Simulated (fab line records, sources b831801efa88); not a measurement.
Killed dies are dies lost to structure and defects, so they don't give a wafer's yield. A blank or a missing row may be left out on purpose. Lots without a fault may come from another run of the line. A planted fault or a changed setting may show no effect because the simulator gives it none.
Problem report in the 8D (eight disciplines) form, filled by code | flow gf180mcu | the parts of the form that need people (team, actions taken, sign-off) are left out

1. THE PROBLEM
VT_IMPLANT_2_TW at GF_VT_IMPLANT_TW_MEAS_21 reads a mean of 1151 on 3 wafers of 3 lots; wafers without a fault read 1214 with a standard deviation of 9.4. That is -6.7 standard deviations from the usual mean.
First seen on wafer L529.1, day 8 05:11, on film_metro-03. The record holds 37 wafers of 13 lots with a number at this step. Rule for "out", or "out of limits": more than 4 standard deviations from the usual mean. The other wafers with a number count as sound.

2. WHAT IT IS AND WHAT IT IS NOT
question                    | is                     | is not
which readings at this step | VT_IMPLANT_2_TW        | -
which lots                  | L529, L530, L532       | L522, L523, L526, L533, L539, L540, L541, L542, L544, L545
which wafers of those lots  | L529.1, L530.1, L532.1 | L529.6, L530.5, L532.3, L532.6
read on which gauges        | film_metro-03          | film_metro-01, film_metro-02
when                        | from day 8 05:11       | up to then (10 sound wafers); but 24 sound wafers of L530, L532, L533, L539, L540, L541, L542, L544, L545 came after

3. SUSPECTS, AND WHAT RULES EACH OUT
Counting: a tool at a process step up to the reading stays a suspect if it ran every lot that is out. Sound lots after the first of them don't rule it out here, since some wafers of a struck lot are sound.
- the gauge at GF_VT_IMPLANT_TW_MEAS_21: ruled out. All the wafers that are out were read on film_metro-03, but those of them that GF_VT_IMPLANT_IMPLANT_19 has rows for are out there too, on other tools.
- implanter-01 at GF_VT_IMPLANT_IMPLANT_19: kept. It ran every lot that is out, first L529 (day 8 04:56); its last sound lot up to then is L526 (day 7 08:34). Its own readings are out on those wafers: beam_on_s, faraday_current_uA.
Left after counting: implanter-01 at GF_VT_IMPLANT_IMPLANT_19.

4. THE CAUSE (what the simulator had put in)
Process parameter drift: implanter-01, from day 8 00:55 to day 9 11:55, at GF_VT_IMPLANT_IMPLANT_19. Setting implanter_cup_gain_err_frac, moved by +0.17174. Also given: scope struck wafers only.
Counting left only this tool.

5. THE CHAIN OF EFFECTS, in route order
Each row: a reading whose mean over the struck wafers that have a number lies more than 3 standard deviations from the usual. Only readings for which the record gives a usual standard deviation are gone through. hours: the time from each lot's start at the first step in this table that gives one to its start at this step, as a median over the lots. sigmas: the change in usual standard deviations.
hours | step                     | reading            | usual  | on struck wafers | change | sigmas
0     | GF_VT_IMPLANT_IMPLANT_19 | beam_on_s          | 9.99 s | 8.57             | -1.42  | -7.1
0     | GF_VT_IMPLANT_IMPLANT_19 | faraday_current_uA | 24.6   | 28.6             | +4.0   | +8.3
0     | GF_VT_IMPLANT_TW_MEAS_21 | VT_IMPLANT_2_TW    | 1214   | 1151             | -63    | -6.7
The process steps in it:
- GF_VT_IMPLANT_IMPLANT_19

6. WHAT WOULD HAVE CAUGHT IT SOONER
In this record the first reading out of limits at a measuring or inspecting step was taken at day 8 05:11, 4 hours after the fault began at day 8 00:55.
The tool's own readings at GF_VT_IMPLANT_IMPLANT_19 were out on every struck wafer that the step has a row for (beam_on_s, faraday_current_uA): an alarm limit on them would have fired on the first of those.
Of the lots that are out (3), L530, L532 began GF_VT_IMPLANT_IMPLANT_19 on implanter-01 after day 8 05:11. A hold on the tool at that time would have spared those 2.
